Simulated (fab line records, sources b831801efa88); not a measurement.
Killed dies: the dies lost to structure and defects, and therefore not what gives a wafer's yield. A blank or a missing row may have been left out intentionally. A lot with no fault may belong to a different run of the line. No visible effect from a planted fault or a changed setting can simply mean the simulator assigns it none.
fab line records | flow gf180mcu
record lots=11 wafers=33 lastDay=34
route steps=602 shown SAB@277 V2@400 M3@409
lots with no fault: from the same line, run without faults
startH: hours from the record's first day to the start of the lot's first wafer shown | waitH: time in hours since the lot's previous step | " same as the row above | L1.1+2: a single row standing in for several wafers | - no value, or no start was given | * or withheld: withheld | < > ~ a bound
route shown NAME@n: NAME is a module with steps in the file, n the number in the route of the first one | usual: the fault-free wafers' mean and standard deviation | same: alike in all rows | chamber/n: place in a boat | sites: each site's reading | _std_site: how widely they spread, as a standard deviation | _edge_site: mean of outer sites minus mean of inner sites | radiusMm: for every site, how far away it sits from the centre of the wafer | mask NAME#n: copy n | behind: tool/chamber where the wafer was last shaped | hold: why the lot was held/for how many hours/how that ended | device: transistor that didn't switch, given as n, p or np | end of line: the route-end tests of the same wafers | step lacking rows: just its recipe | killed: not the wafer's yield, but the dies lost to structure and defects at the first sort | map: dies across one wafer; x = killed, . = not, _ = none there
set.NAME: the setting the step ran with; set.NAME@STEP: the setting that earlier step ran with | model.NAME: the simulator's own value behind a step, which no gauge read
steps of the route over a sample of lots; a table a step, a row a wafer
services: a tool's chamber out of use, with start hour (startH, from the record's first day; less than 0 if before it), hours out, and reason
## steps
# step GF_SAB_STRIP_13
# recipe chemistry=O2/N2 powerW=1400 pressureMtorr=1500 platenTempC=250 o2FlowSccm=3000 n2FlowSccm=300 overashFraction=0.5
# usual drypumpMotorCurrentA=5.7/0.45 heaterPowerW=349/26 oesProductAu=0.710/0.0048 stripTimeToEndpointS=12.60/0.036
# columns lot.wafer tool chamber startH waitH drypumpMotorCurrentA heaterPowerW oesProductAu rfHoursCounterH stripTimeToEndpointS
L816.3 plasmaAsher-01 1 353.53 0.0 5.4 335 0.711 - 12.61
L816.5 " 0 " " 5.5 355 0.710 - 12.61
L816.6 " 1 " " 5.4 336 0.717 - 12.59
L818.1 plasmaAsher-03 0 370.16 0.0 6.5 376 0.702 69 12.61
L818.3 " 1 " " 5.5 312 0.706 - 12.56
L818.4 " 0 " " 6.5 394 0.714 - 12.61
L819.2 plasmaAsher-02 1 384.62 0.0 5.6 329 0.706 73 12.63
L819.3 " 1 " " 5.6 326 0.703 - 12.62
L819.5 " 1 " " 5.6 327 0.706 - 12.58
L821.1 plasmaAsher-03 1 411.46 0.0 5.4 322 0.707 73 12.56
L821.4 " 0 " " 6.5 394 0.713 - 12.54
L821.6 " 0 " " 6.5 379 0.702 - 12.54
L823.2 plasmaAsher-01 0 419.16 0.0 5.5 338 0.708 64 12.59
L823.3 " 1 " " 5.4 330 0.710 - 12.64
L823.4 " 0 " " 5.5 345 0.717 - 12.63
L825.1 plasmaAsher-03 0 433.72 0.0 6.5 378 0.708 75 12.58
L825.2 " 1 " " 5.4 319 0.712 75 12.55
L825.6 " 0 " " 6.5 380 0.708 - 12.53
L826.1 plasmaAsher-03 1 447.72 0.0 5.5 315 0.702 76 12.58
L826.4 " 1 " " 5.5 319 0.709 - 12.55
L826.6 " 1 " " 5.4 322 0.712 - 12.59
L827.3 plasmaAsher-01 1 455.89 0.0 5.4 334 0.717 - 12.65
L827.4 " 0 " " 5.6 347 0.707 - 12.64
L827.6 " 1 " " 5.4 338 0.705 - 12.67
L832.1 plasmaAsher-03 0 489.43 0.0 6.5 381 0.711 81 12.61
L832.2 " 1 " " 5.4 312 0.705 81 12.59
L832.4 " 0 " " 6.5 387 0.704 - 12.63
L833.3 plasmaAsher-03 1 505.74 0.0 5.4 323 0.709 - 12.61
L833.4 " 0 " " 6.5 385 0.713 - 12.63
L833.6 " 0 " " 6.5 400 0.717 - 12.58
L836.1 plasmaAsher-01 0 524.10 0.0 5.6 363 0.709 75 12.61
L836.5 " 1 " " 5.4 330 0.705 - 12.63
L836.6 " 0 " " 5.5 355 0.702 - 12.60
# step GF_V2_STRIP_18
# recipe chemistry=O2/N2 powerW=1400 pressureMtorr=1500 platenTempC=250 o2FlowSccm=3000 n2FlowSccm=300 overashFraction=0.5
# usual drypumpMotorCurrentA=5.8/0.5 heaterPowerW=341/42 oesProductAu=0.593/0.0044
# columns lot.wafer tool chamber startH waitH drypumpMotorCurrentA heaterPowerW oesProductAu rfHoursCounterH
L816.3 plasmaAsher-02 1 479.87 - 5.6 347 0.589 -
L816.5 " 1 " " 5.6 343 0.596 -
L816.6 " 0 " " 6.4 391 0.599 -
L818.1 plasmaAsher-02 1 497.47 - 5.6 345 0.589 7
L818.3 " 0 " " 6.4 401 0.595 -
L818.4 " 1 " " 5.6 338 0.592 -
L819.2 plasmaAsher-02 1 511.67 - 5.6 350 0.599 9
L819.3 " 1 " " 5.6 353 0.591 -
L819.5 " 0 " " 6.4 395 0.591 -
L821.1 plasmaAsher-03 0 538.62 - 6.5 387 0.596 86
L821.4 " 1 " " 5.4 322 0.593 -
L821.6 " 1 " " 5.5 321 0.590 -
L823.2 plasmaAsher-03 0 545.22 - 6.4 387 0.588 87
L823.3 " 0 " " 6.5 388 0.593 -
L823.4 " 1 " " 5.4 315 0.595 -
L825.1 plasmaAsher-02 0 558.27 - 6.4 399 0.593 14
L825.2 " 1 " " 5.6 339 0.593 14
L825.6 " 1 " " 5.6 344 0.593 -
L826.1 plasmaAsher-04 1 571.47 - 5.3 284 0.591 47
L826.4 " 1 " " 5.3 287 0.595 -
L826.6 " 1 " " 5.3 294 0.589 -
L827.3 plasmaAsher-02 1 579.22 - 5.6 347 0.586 -
L827.4 " 0 " " 6.4 394 0.600 -
L827.6 " 0 " " 6.4 398 0.592 -
L832.1 plasmaAsher-02 0 609.67 - 6.4 399 0.589 20
L832.2 " 1 " " 5.6 351 0.589 20
L832.4 " 0 " " 6.4 399 0.587 -
L833.3 plasmaAsher-04 0 623.66 - 5.3 282 0.591 -
L833.4 " 1 " " 5.3 289 0.595 -
L833.6 " 1 " " 5.3 292 0.596 -
L836.1 plasmaAsher-04 1 638.22 - 5.3 285 0.596 55
L836.5 " 0 " " 5.4 280 0.589 -
L836.6 " 1 " " 5.3 288 0.588 -
# step GF_V2_SPUTTER_21
# recipe material=Ti targetThkNm=15 chamberPressurePa=5 powerW=2500 substrateTempC=200 timeS=80.02
# usual chamberPressurePa=4.999/0.0088 substrateTempC=199.99/0.18 throttleValvePct=30.2/1.2
# columns lot.wafer tool chamber startH waitH chamberPressurePa substrateTempC throttleValvePct
L816.3 pvdSputter-04 - 480.40 0.0 5.011 200.04 29.6
L816.5 " - " " 4.991 200.04 29.6
L816.6 " - " " 5.007 200.11 31.5
L818.1 pvdSputter-04 - 498.00 0.0 4.996 199.84 29.7
L818.3 " - " " 4.992 199.86 31.4
L818.4 " - " " 4.993 199.90 29.0
L819.2 pvdSputter-02 - 512.20 0.0 5.010 200.22 29.8
L819.3 " - " " 5.005 199.83 32.3
L819.5 " - " " 4.990 199.70 31.2
L821.1 pvdSputter-04 - 539.22 0.0 4.994 200.01 29.7
L821.4 " - " " 4.999 200.10 29.0
L821.6 " - " " 5.010 200.17 28.8
L823.2 pvdSputter-03 - 545.75 0.0 4.995 200.24 31.1
L823.3 " - " " 5.004 200.22 28.0
L823.4 " - " " 4.995 199.93 30.4
L825.1 pvdSputter-03 - 558.81 0.0 4.993 200.02 27.7
L825.2 " - " " 4.991 199.84 30.2
L825.6 " - " " 4.996 199.95 31.6
L826.1 pvdSputter-04 - 572.08 0.0 5.004 200.12 30.0
L826.4 " - " " 5.005 200.26 31.7
L826.6 " - " " 4.998 199.84 29.7
L827.3 pvdSputter-03 - 579.73 0.0 4.979 200.18 31.6
L827.4 " - " " 4.989 200.07 30.1
L827.6 " - " " 4.999 199.95 27.6
L832.1 pvdSputter-04 - 610.21 0.0 4.993 200.11 29.7
L832.2 " - " " 4.993 199.72 29.8
L832.4 " - " " 4.988 200.12 31.5
L833.3 pvdSputter-04 - 624.16 0.0 4.988 199.58 29.0
L833.4 " - " " 4.999 199.97 29.7
L833.6 " - " " 5.012 200.17 31.4
L836.1 pvdSputter-02 - 638.76 0.0 5.005 199.92 32.4
L836.5 " - " " 4.988 199.50 30.1
L836.6 " - " " 5.015 199.86 31.1
# step GF_V2_RS_MEAS_24
# recipe thkMeasGauge=four-point-probe reads=W_of_V2_CVD_23+TiN_of_V2_SPUTTER_22+Ti_of_V2_SPUTTER_21
# usual V2_W_RS=0.326/0.0033
# columns lot.wafer tool chamber startH waitH hold V2_W_RS[ohm/sq]
L816.3 filmMetro-02 - 480.77 0.2 - 0.331
L816.5 " - " " - 0.331
L816.6 " - " " - 0.328
L818.1 filmMetro-02 - 498.22 0.1 - 0.324
L818.3 " - " " - 0.324
L818.4 " - " " - 0.325
L819.2 filmMetro-04 - 512.44 0.1 - 0.329
L819.3 " - " " - 0.324
L819.5 " - " " - 0.325
L821.1 filmMetro-02 - 539.43 0.1 - 0.321
L821.4 " - " " - 0.326
L821.6 " - " " - 0.322
L823.2 filmMetro-04 - 545.99 0.1 - 0.326
L823.3 " - " " - 0.329
L823.4 " - " " - 0.335
L825.1 filmMetro-03 - 559.02 0.1 - 0.322
L825.2 " - " " - 0.329
L825.6 " - " " - 0.325
L826.1 filmMetro-04 - 572.29 0.1 - 0.327
L826.4 " - " " - 0.324
L826.6 " - " " - 0.328
L827.3 filmMetro-03 - 579.98 0.1 - 0.330
L827.4 " - " " - 0.326
L827.6 " - " " - 0.329
L832.1 filmMetro-04 - 610.53 0.2 awaitDispo/0.2h/release 0.328
L832.2 " - " " awaitDispo/0.2h/release 0.323
L832.4 " - " " awaitDispo/0.2h/release 0.325
L832.1 filmMetro-04 - 610.82 0.3 - 0.327
L832.2 " - " " - 0.323
L832.4 " - " " - 0.325
L833.3 filmMetro-04 - 624.41 0.1 awaitDispo/0.2h/release 0.325
L833.4 " - " " awaitDispo/0.2h/release 0.325
L833.6 " - " " awaitDispo/0.2h/release 0.324
L833.3 filmMetro-04 - 624.84 0.4 - 0.325
L833.4 " - " " - 0.325
L833.6 " - " " - 0.324
L836.1 filmMetro-03 - 638.97 0.1 - 0.327
L836.5 " - " " - 0.327
L836.6 " - " " - 0.329
# step GF_M3_SPUTTER_00
# recipe material=Ti targetThkNm=37.5 arrivingIonEnergyEv=80 substrateTempC=200 chamberPressurePa=2 powerW=4000 timeS=150
# usual chamberPressurePa=2.000/0.0039 substrateTempC=200.00/0.17 throttleValvePct=30.4/1.1
# same timeS=150
# columns lot.wafer tool chamber startH waitH chamberPressurePa substrateTempC throttleValvePct
L816.3 pvdSputter-01 - 481.21 0.1 2.000 199.92 29.0
L816.5 " - " " 2.001 199.57 29.8
L816.6 " - " " 2.000 200.01 30.2
L818.1 pvdSputter-03 - 498.70 0.1 2.000 200.14 31.2
L818.3 " - " " 1.999 199.89 30.5
L818.4 " - " " 2.000 200.14 31.9
L819.2 pvdSputter-01 - 512.90 0.1 2.000 199.82 30.0
L819.3 " - " " 1.993 200.51 28.8
L819.5 " - " " 1.997 200.00 30.9
L821.1 pvdSputter-03 - 539.91 0.2 2.005 199.82 31.6
L821.4 " - " " 2.007 200.01 27.7
L821.6 " - " " 2.004 200.15 31.2
L823.2 pvdSputter-01 - 546.45 0.1 2.002 199.95 30.0
L823.3 " - " " 2.000 200.00 30.2
L823.4 " - " " 2.004 200.01 30.6
L825.1 pvdSputter-01 - 559.50 0.2 1.995 200.01 30.5
L825.2 " - " " 2.000 199.70 29.8
L825.6 " - " " 1.994 199.84 29.8
L826.1 pvdSputter-02 - 573.24 0.1 2.000 200.23 30.1
L826.4 " - " " 1.999 199.98 31.1
L826.6 " - " " 1.998 199.98 30.1
L827.3 pvdSputter-02 - 580.42 0.2 1.994 200.21 30.2
L827.4 " - " " 1.996 199.95 32.5
L827.6 " - " " 1.993 200.32 32.5
L832.1 pvdSputter-03 - 620.08 0.2 2.002 199.97 27.6
L832.2 " - " " 1.993 200.12 30.5
L832.4 " - " " 2.003 200.10 31.2
L833.3 pvdSputter-03 - 627.92 0.2 1.996 199.98 27.6
L833.4 " - " " 2.005 199.81 31.2
L833.6 " - " " 2.001 200.05 31.7
L836.1 pvdSputter-01 - 639.73 0.2 2.001 199.88 29.4
L836.5 " - " " 2.006 199.60 29.9
L836.6 " - " " 2.001 199.93 30.1
## services
# columns tool chamber startH hours kind
pvdSputter-04 - 335.25 1.0 repair
pvdSputter-01 - 362.24 3.7 repair
pvdSputter-03 - 389.93 4.5 repair
plasmaAsher-03 - 416.59 3.8 repair
pvdSputter-02 - 420.65 1.2 repair
plasmaAsher-02 - 421.25 9.0 pm
plasmaAsher-02 0 421.25 9.0 ventCycle
plasmaAsher-02 1 421.25 9.0 ventCycle
pvdSputter-01 - 429.26 13.2 repair
plasmaAsher-02 0 430.25 - clean
plasmaAsher-02 1 430.25 - clean
pvdSputter-04 - 439.37 9.9 repair
plasmaAsher-04 - 445.89 1.3 repair
pvdSputter-01 - 456.75 23.6 repair
pvdSputter-04 - 473.60 0.8 repair
pvdSputter-03 0 474.79 - consumableReplace:kit
pvdSputter-03 0 474.79 18.0 scheduledDown
pvdSputter-03 0 474.79 18.0 ventCycle
pvdSputter-02 - 491.38 2.0 repair
plasmaAsher-04 - 508.27 17.1 repair
plasmaAsher-03 - 524.28 0.3 repair
pvdSputter-02 - 623.37 4.4 repair
pvdSputter-02 - 628.58 6.3 repair
pvdSputter-01 - 636.76 1.4 repair
## key
firstSign step=GF_V2_RS_MEAS_24 reading=visit direction=added
effect none on later readings
metAt GF_V2_SPUTTER_21
struckLots L832,L833
struckWafers L832.2,L832.4,L833.4
notActingAt GF_SAB_STRIP_13,GF_V2_STRIP_18,GF_M3_SPUTTER_00
onsetBetween 572.08 610.21
fault kind=processParameterDrift tool=pvdSputter-04 chamber=- onsetH=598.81 steps=GF_V2_SPUTTER_21 channel=targetThkNm offset=13.222 shape=step endH=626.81 scope=struckWafersOnly actsIn=theseRecipesOnly stated=15
